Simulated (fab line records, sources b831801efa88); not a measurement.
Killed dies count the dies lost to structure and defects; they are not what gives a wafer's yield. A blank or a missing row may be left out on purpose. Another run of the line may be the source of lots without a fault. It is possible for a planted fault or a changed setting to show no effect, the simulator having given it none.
fab line records	flow sky130
[record] lots = 11	wafers = 33	last_day = 50
route steps=708 shown LI_CONTACT@376 CONTACT@429 METAL4@633 PASSIVATION@683
lots with no fault: from the same line, run without faults
start_h: hours from the record's opening day to when the first of the lot's shown wafers began	wait_h: hours elapsed since this lot's preceding step	" the same as in the row above	L1.1+2: one row covering several wafers at once	- no value present, or no start provided	* or withheld: withheld	< > ~ a bound
route shown NAME@n: a module of which the file shows steps, and the number in the route of the first	usual: mean/standard deviation of fault-free wafers	same: alike in all rows	chamber/n: place in a boat	sites: readings site by site	_std_site: standard deviation across them	_edge_site: inner sites' mean taken away from outer sites' mean	radius_mm: how far each site lies from the wafer's centre	mask NAME#n: copy n	behind: the tool/chamber that last shaped the wafer	hold: reason for holding the lot/hours on hold/outcome of the hold	device: transistor that didn't switch, given as n, p or np	end of line: tests run on the same wafers once the route is complete	step lacking rows: just its recipe	killed: at the first sort, the dies lost to defects and structure; wafer yield is something else	map: the dies of a wafer, with x for killed, . for not killed, _ for no die there
set.NAME: setting as actually run; set.NAME@STEP: the setting as run at that earlier step	model.NAME: the simulator's own value behind a step, which no gauge read
steps of the route over a sample of lots; a table a step, a row a wafer
services: from which hour (start_h, from the record's first day; less than 0 if before it) a tool's chamber was out of use, for how many hours, and why
[[steps]]
[step SKY_LI_CONTACT_ETCH_14]
[recipe] chemistry = N2/H2	target = BARC	ion_energy_ev = 200	source_w = 500	bias_w = 100	pressure_mtorr = 30	n2_flow_sccm = 100	h2_flow_sccm = 200	stop_on = SiO2	time_s = 45.9	target_depth_a = 600
[usual] chamber_pressure_mTorr = 30.002/0.03	drypump_motor_current_A = 6.0/0.4	oes_product_au = 0.855/0.0049	throttle_valve_pct = 13.225/0.009
lot.wafer	tool	chamber	start_h	wait_h	chamber_pressure_mTorr	drypump_motor_current_A	oes_product_au	rf_hours_counter_h	throttle_valve_pct
L142.3	rie_diel-01	3	690.17	0.0	30.023	6.1	0.855	20	13.229
L142.4	"	1	"	"	29.999	5.9	0.856	10	13.229
L142.5	"	0	"	"	29.940	5.7	0.855	-	13.241
L143.1	rie_diel-04	1	695.07	0.0	29.979	6.6	0.859	37	13.234
L143.3	"	3	"	"	30.028	6.0	0.859	22	13.222
L143.4	"	0	"	"	30.002	6.4	0.846	11	13.224
L144.1	rie_diel-01	2	701.42	0.0	30.014	5.7	0.851	54	13.222
L144.2	"	0	"	"	30.044	5.7	0.853	11	13.228
L144.6	"	0	"	"	30.024	5.7	0.860	-	13.221
L146.2	rie_diel-04	0	720.52	0.0	30.004	6.4	0.859	11	13.203
L146.4	"	1	"	"	30.019	6.6	0.856	38	13.223
L146.6	"	1	"	"	30.031	6.6	0.855	-	13.233
L149.1	rie_diel-02	2	740.17	0.0	30.006	5.5	0.858	6	13.227
L149.3	"	1	"	"	30.019	6.0	0.861	11	13.224
L149.5	"	2	"	"	29.970	5.4	0.853	-	13.216
L153.2	rie_diel-04	0	776.16	0.0	29.972	6.4	0.853	12	13.230
L153.3	"	2	"	"	29.968	5.4	0.851	5	13.227
L153.6	"	0	"	"	29.993	6.4	0.855	-	13.235
L155.4	rie_diel-02	1	791.92	0.0	29.947	6.0	0.856	13	13.233
L155.5	"	1	"	"	30.070	6.0	0.855	-	13.232
L155.6	"	0	"	"	30.015	6.4	0.857	-	13.225
L156.2	rie_diel-01	2	796.52	0.0	30.009	5.7	0.847	2	13.227
L156.3	"	0	"	"	30.006	5.7	0.863	14	13.217
L156.6	"	0	"	"	29.985	5.7	0.856	-	13.224
L160.1	rie_diel-04	2	823.92	0.0	30.053	5.4	0.846	6	13.223
L160.5	"	2	"	"	29.960	5.4	0.865	-	13.221
L160.6	"	3	"	"	29.980	5.9	0.858	-	13.242
L161.1	rie_diel-01	0	838.08	0.0	30.058	5.7	0.850	15	13.237
L161.2	"	3	"	"	30.015	6.1	0.858	24	13.217
L161.6	"	3	"	"	29.992	6.1	0.859	-	13.235
L163.2	rie_diel-04	1	843.42	0.0	29.992	6.6	0.851	1	13.231
L163.3	"	0	"	"	29.979	6.4	0.849	14	13.216
L163.4	"	1	"	"	29.981	6.6	0.849	-	13.240
[step SKY_CONTACT_SPUTTER_23]
[recipe] material = TiN	target_thk_nm = 20	chamber_pressure_pa = 5	power_w = 4000	time_s = 80
[usual] throttle_valve_pct = 30.2/0.61
lot.wafer	tool	chamber	start_h	wait_h	throttle_valve_pct
L142.3	pvd_sputter-01	-	749.43	0.0	30.3
L142.4	"	-	"	"	28.9
L142.5	"	-	"	"	28.8
L143.1	pvd_sputter-01	-	753.90	0.0	30.2
L143.3	"	-	"	"	31.3
L143.4	"	-	"	"	28.9
L144.1	pvd_sputter-04	-	760.48	0.0	30.8
L144.2	"	-	"	"	29.6
L144.6	"	-	"	"	30.2
L146.2	pvd_sputter-02	-	779.66	0.0	30.3
L146.4	"	-	"	"	30.2
L146.6	"	-	"	"	30.3
L149.1	pvd_sputter-04	-	797.73	0.0	30.3
L149.3	"	-	"	"	30.2
L149.5	"	-	"	"	30.4
L153.2	pvd_sputter-01	-	833.05	0.0	28.9
L153.3	"	-	"	"	30.5
L153.6	"	-	"	"	29.6
L155.4	pvd_sputter-02	-	849.53	0.0	30.3
L155.5	"	-	"	"	30.2
L155.6	"	-	"	"	30.3
L156.2	pvd_sputter-04	-	853.20	0.0	30.1
L156.3	"	-	"	"	29.8
L156.6	"	-	"	"	29.4
L160.1	pvd_sputter-02	-	879.34	0.0	30.4
L160.5	"	-	"	"	31.1
L160.6	"	-	"	"	30.8
L161.1	pvd_sputter-02	-	893.18	0.0	30.5
L161.2	"	-	"	"	31.0
L161.6	"	-	"	"	30.4
L163.2	pvd_sputter-02	-	898.30	0.0	29.9
L163.3	"	-	"	"	30.6
L163.4	"	-	"	"	31.2
[step SKY_METAL4_ETCH_17]
[recipe] target = SiO2	stop_on = TiN	chemistry = C4F8/O2/Ar	source_w = 1500	bias_w = 1200	pressure_mtorr = 40	c4f8_flow_sccm = withheld	O2_flow_sccm = 6	Ar_flow_sccm = 300	time_s = 3.9	target_depth_a = 150
[usual] chamber_pressure_mTorr = 40.00/0.038	oes_product_au = 0.756/0.0065
lot.wafer	tool	chamber	start_h	wait_h	chamber_pressure_mTorr	oes_product_au	rf_hours_counter_h
L142.3	rie_diel-04	0	994.50	0.0	40.01	0.745	17
L142.4	"	3	"	"	39.98	0.765	4
L142.5	"	1	"	"	40.01	0.755	-
L143.1	rie_diel-01	1	994.91	0.1	40.06	0.754	20
L143.3	"	2	"	"	40.04	0.750	9
L143.4	"	3	"	"	39.95	0.768	2
L144.1	rie_diel-04	2	1002.43	0.1	40.01	0.751	11
L144.2	"	1	"	"	39.98	0.752	5
L144.6	"	3	"	"	40.03	0.759	-
L146.2	rie_diel-03	3	1016.11	0.1	40.00	0.759	19
L146.4	"	0	"	"	39.99	0.756	22
L146.6	"	2	"	"	39.98	0.761	-
L149.1	rie_diel-04	2	1033.85	0.1	39.99	0.748	12
L149.3	"	1	"	"	39.96	0.752	6
L149.5	"	1	"	"	40.04	0.755	-
L153.2	rie_diel-01	2	1061.41	0.1	39.95	0.751	11
L153.3	"	1	"	"	40.05	0.755	22
L153.6	"	1	"	"	39.99	0.759	-
L155.4	rie_diel-04	1	1073.74	0.0	39.94	0.762	7
L155.5	"	0	"	"	39.97	0.760	-
L155.6	"	1	"	"	39.94	0.762	-
L156.2	rie_diel-01	0	1078.81	0.1	39.99	0.765	23
L156.3	"	3	"	"	39.98	0.758	5
L156.6	"	0	"	"	39.98	0.766	-
L160.1	rie_diel-03	2	1099.87	0.2	40.01	0.756	24
L160.5	"	2	"	"	39.92	0.749	-
L160.6	"	3	"	"	40.05	0.751	-
L161.1	rie_diel-01	0	1109.51	0.1	39.99	0.758	24
L161.2	"	3	"	"	39.93	0.752	6
L161.6	"	2	"	"	40.03	0.756	-
L163.2	rie_diel-01	2	1114.61	0.1	39.97	0.745	13
L163.3	"	3	"	"	40.03	0.750	6
L163.4	"	1	"	"	40.05	0.757	24
[step SKY_PASSIVATION_CVD_02]
[recipe] material = Si3N4	target_thk_nm = 540	temp_c = 400	time_s = withheld	rf_w = 450
[usual] heater_power_w = 690/110
lot.wafer	tool	chamber	start_h	wait_h	heater_power_w
L142.3	pecvd-04	2	1042.93	0.0	584
L142.4	"	2	"	"	614
L142.5	"	1	"	"	639
L143.1	pecvd-01	1	1044.16	0.1	791
L143.3	"	0	"	"	589
L143.4	"	0	"	"	615
L144.1	pecvd-04	0	1050.57	0.1	604
L144.2	"	1	"	"	742
L144.6	"	2	"	"	484
L146.2	pecvd-03	2	1064.13	0.0	748
L146.4	"	2	"	"	752
L146.6	"	0	"	"	563
L149.1	pecvd-04	2	1081.25	0.1	599
L149.3	"	1	"	"	642
L149.5	"	1	"	"	696
L153.2	pecvd-04	1	1106.76	0.0	643
L153.3	"	0	"	"	603
L153.6	"	1	"	"	693
L155.4	pecvd-03	1	1118.14	0.1	907
L155.5	"	0	"	"	685
L155.6	"	2	"	"	707
L156.2	pecvd-04	1	1123.20	0.0	777
L156.3	"	2	"	"	526
L156.6	"	2	"	"	550
L160.1	pecvd-03	0	1143.52	0.1	623
L160.5	"	0	"	"	651
L160.6	"	2	"	"	779
L161.1	pecvd-01	1	1150.93	0.1	817
L161.2	"	2	"	"	602
L161.6	"	2	"	"	606
L163.2	pecvd-01	0	1156.97	0.0	618
L163.3	"	1	"	"	869
L163.4	"	1	"	"	876
[step SKY_PASSIVATION_THK_MEAS_03]
[recipe] reads = Si3N4_of_PASSIVATION_CVD_02
[usual] PASSIVATION_CVD_02_THK = 539/6.9
lot.wafer	tool	chamber	start_h	wait_h	PASSIVATION_CVD_02_THK[nm]
L142.3	film_metro-01	-	1043.17	-	538
L142.4	"	-	"	"	542
L142.5	"	-	"	"	537
L143.1	film_metro-01	-	1044.38	-	532
L143.3	"	-	"	"	527
L143.4	"	-	"	"	536
L144.1	film_metro-03	-	1050.79	-	542
L144.2	"	-	"	"	538
L144.6	"	-	"	"	548
L146.2	film_metro-01	-	1064.36	-	532
L146.4	"	-	"	"	542
L146.6	"	-	"	"	547
L149.1	film_metro-01	-	1081.47	-	536
L149.3	"	-	"	"	531
L149.5	"	-	"	"	541
L153.2	film_metro-01	-	1107.00	-	560
L153.3	"	-	"	"	533
L153.6	"	-	"	"	569
L155.4	film_metro-01	-	1118.28	-	546
L155.5	"	-	"	"	551
L155.6	"	-	"	"	546
L156.2	film_metro-02	-	1123.43	-	557
L156.3	"	-	"	"	527
L156.6	"	-	"	"	571
L160.1	film_metro-02	-	1143.75	-	545
L160.5	"	-	"	"	550
L160.6	"	-	"	"	552
L161.1	film_metro-02	-	1151.16	-	534
L161.2	"	-	"	"	527
L161.6	"	-	"	"	542
L163.2	film_metro-03	-	1157.21	-	529
L163.3	"	-	"	"	534
L163.4	"	-	"	"	546
[[services]]
tool	chamber	start_h	hours	kind
rie_diel-04	2	680.04	6.4	repair
rie_diel-04	-	685.13	2.8	pm
rie_diel-01	-	741.78	0.5	repair
rie_diel-01	1	773.25	8.7	repair
rie_diel-04	1	773.91	7.6	repair
rie_diel-01	1	786.84	7.9	repair
rie_diel-04	0	790.97	11.7	repair
rie_diel-01	3	793.81	3.2	repair
rie_diel-01	0	805.08	18.7	repair
rie_diel-01	3	821.12	6.5	repair
rie_diel-04	-	835.99	1.1	repair
rie_diel-01	-	869.78	0.6	repair
rie_diel-01	3	887.74	4.2	repair
rie_diel-04	3	904.88	4.0	repair
rie_diel-01	3	938.13	12.2	repair
rie_diel-04	0	953.94	7.1	repair
rie_diel-04	1	971.05	7.3	repair
rie_diel-04	-	971.57	0.5	repair
rie_diel-04	0	982.91	3.1	repair
rie_diel-04	1	1016.73	2.1	repair
rie_diel-01	1	1039.92	1.5	repair
rie_diel-04	-	1058.04	2.6	repair
rie_diel-04	3	1094.49	5.6	repair
rie_diel-01	-	1097.53	0.6	repair
[[key]]
[first_sign] step = SKY_PASSIVATION_THK_MEAS_03	reading = PASSIVATION_CVD_02_THK	direction = up	sigmas = 3.7	usual = 539	struck = 564
effect none on later readings
met_at SKY_PASSIVATION_CVD_02
struck_lots L153,L156
struck_wafers L153.2,L153.6,L156.2,L156.6
not_acting_at SKY_LI_CONTACT_ETCH_14,SKY_CONTACT_SPUTTER_23,SKY_METAL4_ETCH_17
onset_between 1081.25 1106.76
[fault] kind = process_parameter_drift	tool = pecvd-04	chamber = -	onset_h = 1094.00	steps = SKY_PASSIVATION_CVD_02	channel = time_s	offset = withheld	shape = step	end_h = 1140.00	scope = struck_wafers_only	acts_in = *
